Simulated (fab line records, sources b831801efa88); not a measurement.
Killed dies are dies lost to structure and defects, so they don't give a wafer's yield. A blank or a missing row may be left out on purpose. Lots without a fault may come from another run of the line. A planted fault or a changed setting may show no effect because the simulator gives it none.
Which tool did it? | flow gf180mcu | 14 lots, 42 wafers sampled, at 4 steps of a route of 602

WHAT THE GAUGES READ, wafer by wafer
GF_V3_CD_MEAS_14: target cd 260 nm.
lot  | measured     | on        | cd_nm (nm)
L235 | day 22 22:35 | cd_sem-02 | 260.5 260.5 260.6
L238 | day 23 19:05 | cd_sem-01 | 259.7 259.9 259.8
L240 | day 24 00:55 | cd_sem-01 | 261.1 262.5 260.4
L245 | day 26 01:13 | cd_sem-01 | 262.0 261.4 261.3
L246 | day 26 09:35 | cd_sem-02 | 258.9 260.5 258.7
L249 | day 27 03:11 | cd_sem-01 | 261.1 261.3 261.7
L250 | day 27 15:56 | cd_sem-02 | 260.9 260.9 260.9
L252 | day 28 02:27 | cd_sem-02 | 257.1 257.9 258.2
L253 | day 28 03:40 | cd_sem-01 | 258.0 259.4 259.4
L254 | day 28 17:26 | cd_sem-01 | 259.7 259.5 259.6
L255 | day 28 20:38 | cd_sem-02 | 258.6 258.7 258.5
L256 | day 29 09:14 | cd_sem-02 | 261.6 260.7 261.7
L257 | day 29 11:51 | cd_sem-02 | 258.4 259.5 259.4
L258 | day 29 16:02 | cd_sem-02 | 259.5 260.6 259.5

GF_M4_CD_MEAS_14: target cd 280 nm.
lot  | measured     | on        | cd_nm (nm)
L235 | day 23 23:29 | cd_sem-01 | 278.8 278.8 278.2
L238 | day 24 18:44 | cd_sem-02 | 278.9 279.0 278.9
L240 | day 25 00:42 | cd_sem-02 | 282.7 280.8 282.2
L245 | day 26 23:51 | cd_sem-01 | 281.1 281.0 281.0
L246 | day 27 07:41 | cd_sem-01 | 281.3 281.9 281.8
L249 | day 27 23:10 | cd_sem-02 | 279.9 280.4 281.4
L250 | day 28 14:21 | cd_sem-02 | 280.6 280.1 279.9
L252 | day 28 23:42 | cd_sem-02 | 279.4 280.2 279.6
L253 | day 29 00:34 | cd_sem-01 | 280.8 279.4 280.4
L254 | day 29 14:26 | cd_sem-02 | 279.1 278.6 279.8
L255 | day 29 17:42 | cd_sem-01 | 278.9 280.2 278.6
L256 | day 30 06:17 | cd_sem-02 | 280.3 279.8 280.3
L257 | day 30 07:57 | cd_sem-01 | 280.3 279.1 279.5
L258 | day 30 12:20 | cd_sem-02 | 278.0 279.3 278.5

WHICH TOOL RAN EACH LOT (tool, then ch and the chambers of the sampled wafers, then the start)
lot  | GF_CONTACT_SPUTTER_22        | GF_V2_SPUTTER_21
L235 | pvd_sputter-04, day 16 15:52 | pvd_sputter-03, day 20 21:16
L238 | pvd_sputter-02, day 17 12:40 | pvd_sputter-04, day 21 19:07
L240 | pvd_sputter-04, day 17 17:34 | pvd_sputter-02, day 22 01:14
L245 | pvd_sputter-03, day 19 23:01 | pvd_sputter-03, day 24 05:01
L246 | pvd_sputter-03, day 20 10:34 | pvd_sputter-04, day 24 13:13
L249 | pvd_sputter-02, day 21 05:37 | pvd_sputter-03, day 25 06:45
L250 | pvd_sputter-02, day 21 20:12 | pvd_sputter-04, day 25 19:00
L252 | pvd_sputter-04, day 22 11:37 | pvd_sputter-03, day 26 09:55
L253 | pvd_sputter-02, day 22 12:58 | pvd_sputter-04, day 26 10:13
L254 | pvd_sputter-04, day 23 02:16 | pvd_sputter-03, day 27 00:11
L255 | pvd_sputter-04, day 23 07:55 | pvd_sputter-02, day 27 04:28
L256 | pvd_sputter-03, day 23 17:53 | pvd_sputter-02, day 27 16:17
L257 | pvd_sputter-02, day 23 22:48 | pvd_sputter-03, day 27 17:29
L258 | pvd_sputter-04, day 24 06:40 | pvd_sputter-04, day 27 23:17
- GF_CONTACT_SPUTTER_22: material Ti, target thk 15 nm, time 80.02 s.
- GF_V2_SPUTTER_21: material Ti, target thk 15 nm, time 80.02 s.

WHAT THE TOOLS THEMSELVES READ (means of the sampled wafers that have a number; where no wafer has one, the mark that the record gives instead)
GF_CONTACT_SPUTTER_22.
lot  | tool           | chamber_pressure_pa (Pa) | throttle_valve_pct (%)
L235 | pvd_sputter-04 | 5.002                    | 31.2
L238 | pvd_sputter-02 | 4.999                    | 29.5
L240 | pvd_sputter-04 | 5.002                    | 31.4
L245 | pvd_sputter-03 | 5.400                    | 29.4
L246 | pvd_sputter-03 | 5.410                    | 29.3
L249 | pvd_sputter-02 | 4.999                    | 29.3
L250 | pvd_sputter-02 | 5.002                    | 29.4
L252 | pvd_sputter-04 | 5.004                    | 30.1
L253 | pvd_sputter-02 | 4.993                    | 28.9
L254 | pvd_sputter-04 | 5.003                    | 30.2
L255 | pvd_sputter-04 | 4.997                    | 31.2
L256 | pvd_sputter-03 | 4.992                    | 30.6
L257 | pvd_sputter-02 | 5.000                    | 29.5
L258 | pvd_sputter-04 | 4.990                    | 31.3

GF_V2_SPUTTER_21.
lot  | tool           | chamber_pressure_pa (Pa) | throttle_valve_pct (%)
L235 | pvd_sputter-03 | 4.998                    | 30.6
L238 | pvd_sputter-04 | 4.998                    | 29.8
L240 | pvd_sputter-02 | 5.006                    | 29.7
L245 | pvd_sputter-03 | 5.003                    | 30.4
L246 | pvd_sputter-04 | 4.999                    | 31.4
L249 | pvd_sputter-03 | 4.990                    | 30.5
L250 | pvd_sputter-04 | 5.007                    | 29.7
L252 | pvd_sputter-03 | 4.988                    | 30.4
L253 | pvd_sputter-04 | 5.003                    | 31.2
L254 | pvd_sputter-03 | 4.995                    | 30.1
L255 | pvd_sputter-02 | 4.989                    | 29.6
L256 | pvd_sputter-02 | 4.998                    | 29.3
L257 | pvd_sputter-03 | 4.997                    | 30.0
L258 | pvd_sputter-04 | 5.004                    | 31.0

THE ANSWER, worked out from the rows above alone
Rule: what is usual is taken from the lots themselves. Put in order of their means at a reading, lots are off if they are a third of the lots or fewer, leave a main group of 4 or more, and stand apart from it by a gap of 3 or more times the standard deviation of the main group's means; of several such gaps the widest counts. A main group whose means are all the same, to the digits that the tables above print for the reading, isn't used. A lot without any number at a reading at which 4 lots or more have one is off too. The other lots that the step has rows for count as sound. The gauges are gone through in route order, then the tools' own readings, and for those a lot's mean is taken as printed above. The first step at which some lot is off is used, and at that step the reading that is off furthest; a lot without a number counts as furthest.
Off: L245, L246, at GF_CONTACT_SPUTTER_22 (chamber_pressure_pa). The main group: mean 4.999 Pa, standard deviation 0.0044.
A tool fits if, at that step or a process step before it, it ran every lot that is off, and no sound lot after the first of them. None of those tried fits.

WHAT THE SIMULATOR HAD PUT IN
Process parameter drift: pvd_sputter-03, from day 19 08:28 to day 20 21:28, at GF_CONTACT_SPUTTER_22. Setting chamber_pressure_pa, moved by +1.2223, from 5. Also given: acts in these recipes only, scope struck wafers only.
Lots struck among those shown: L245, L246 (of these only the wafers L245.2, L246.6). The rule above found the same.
